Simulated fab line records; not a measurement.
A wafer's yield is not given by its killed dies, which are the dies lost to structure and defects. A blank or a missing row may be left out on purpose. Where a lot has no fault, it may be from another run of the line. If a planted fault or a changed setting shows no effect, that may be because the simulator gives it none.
Which tool was responsible?    flow gf180mcu    route of 602 steps, sampled at 1 step: 12 lots, 36 wafers

WHAT EACH GAUGE READ, for each wafer
GF_PSD_TW_MEAS_11.
lot   measured      on            PSD_TW
L075  day 14 12:44  filmMetro-02  3167 3166 3170
L077  day 15 00:48  filmMetro-02  3151 3162 3160
L079  day 15 17:19  filmMetro-02  3169 3178 3154
L081  day 16 13:14  filmMetro-02  3164 3154 3141
L083  day 17 04:59  filmMetro-03  3137 3136 3131
L085  day 18 00:50  filmMetro-02  3168 3192 3171
L087  day 18 11:11  filmMetro-04  3234 3227 3218
L089  day 19 19:04  filmMetro-02  3167 3150 3147
L091  day 20 17:14  filmMetro-02  3146 3153 3166
L093  day 21 10:32  filmMetro-04  3214 3201 3207
L094  day 21 13:52  filmMetro-02  3167 3153 3180
L097  day 22 09:10  filmMetro-02  3184 3163 3158

EACH LOT AND THE TOOL THAT RAN IT (in order: tool; ch and the chambers of the sampled wafers; start)
Record: no process step prior to these readings.

THE ANSWER, worked out from the rows above alone
Rule: the lots themselves supply what counts as usual. Put in order of their means at a reading, lots are off if they are a third of the lots or fewer, leave a main group of 4 or more, and stand apart from it by a gap of 3 or more times the standard deviation of the main group's means; of several such gaps the widest counts. If all means in a main group match to the digits the tables above print for the reading, that group is not used. Also off: a lot with no number at a reading for which 4 or more lots have one. Where the step has rows for the other lots, those lots are counted as sound.
Across all readings shown, no lot is off: no conclusion can be drawn from this.

WHAT THE SIMULATOR HAD PUT IN
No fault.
